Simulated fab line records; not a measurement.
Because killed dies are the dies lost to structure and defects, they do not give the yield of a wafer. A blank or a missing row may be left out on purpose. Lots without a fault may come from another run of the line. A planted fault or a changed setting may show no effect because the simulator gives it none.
One fault through the eyes of 2 desks ; flow gf180mcu ; only its own numbers are on each desk; what lay behind them is given at the end

## AT THE METROLOGY DESK
Means of the sampled wafers that have a number, per lot and without regard to the tool the lot ran on: this is what the gauges read. The brackets show how far a lot's mean lies from the usual mean; more than 4 standard deviations puts the lot out of limits, marked OUT.
Columns: A = V4_W_THK at GF_V4_THK_MEAS_25, usual 352 nm
lot;first seen here;A
L864;day 24 11:02;353
L866;day 26 00:57;346
L868;day 26 01:44;351
L867;day 26 03:35;355
L869;day 26 09:59;349
L870;day 26 22:31;350
L871;day 27 03:03;365
L872;day 27 15:40;352
L873;day 28 00:48;358
L882;day 30 09:50;344
L883;day 30 16:02;349
L885;day 31 02:55;353
L886;day 31 10:41;346
This desk's verdict: no lot among the 13 shows anything out of limits.

## TOOL OWNER'S DESK, pvd_sputter-04
At GF_MIM_SPUTTER_04 (material TiN, target thk 50 nm, time 41.7 s) the tool's own readings: per lot run on this tool, the mean of the sampled wafers that have a number. The brackets show how far a lot's mean lies from the usual mean; more than 4 standard deviations puts the lot out of limits, marked OUT.
Columns: A = chamber_pressure_pa at GF_MIM_SPUTTER_04, usual 0.3999 Pa; B = throttle_valve_pct at GF_MIM_SPUTTER_04, usual 30.1 %
lot;first seen here;A;B
L866;day 26 01:29;0.3994;30.1
L868;day 26 02:17;0.3990;30.0
L869;day 26 10:31;0.3997;29.9
L870;day 26 23:02;0.3988;30.2
L872;day 27 16:36;0.3946 (-6.3) OUT;30.2
L873;day 28 01:20;0.3941 (-6.9) OUT;29.8
L883;day 30 16:34;0.4007;29.8
L885;day 31 03:27;0.4003;29.5
L886;day 31 11:13;0.3997;29.7
This desk's verdict: out of limits on L872, L873, starting with L872 at day 27 16:36 (chamber_pressure_pa at GF_MIM_SPUTTER_04). L866, L868, L869, L870, L883, L885, L886 stayed within limits.

## ALL TOGETHER
At day 27 16:36, on L872, L873, the tool owner's desk was in a position to raise an alarm.
At the metrology desk, nothing out of limits was observed.
The metrology desk holds a record of L872, L873, inside its limits.
GF_MIM_SPUTTER_04 was run on pvd_sputter-04 by each of the lots named.

## WHAT THE SIMULATOR HAD INSERTED
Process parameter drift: pvd_sputter-04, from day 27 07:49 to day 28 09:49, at GF_MIM_SPUTTER_04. Setting chamber_pressure_pa shifted by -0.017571 from 0.4. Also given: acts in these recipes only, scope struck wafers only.
Shown lots that were struck: L872, L873.
How many hours passed from the start of the fault until each desk's first out-of-limits reading: the tool owner's desk, 9.
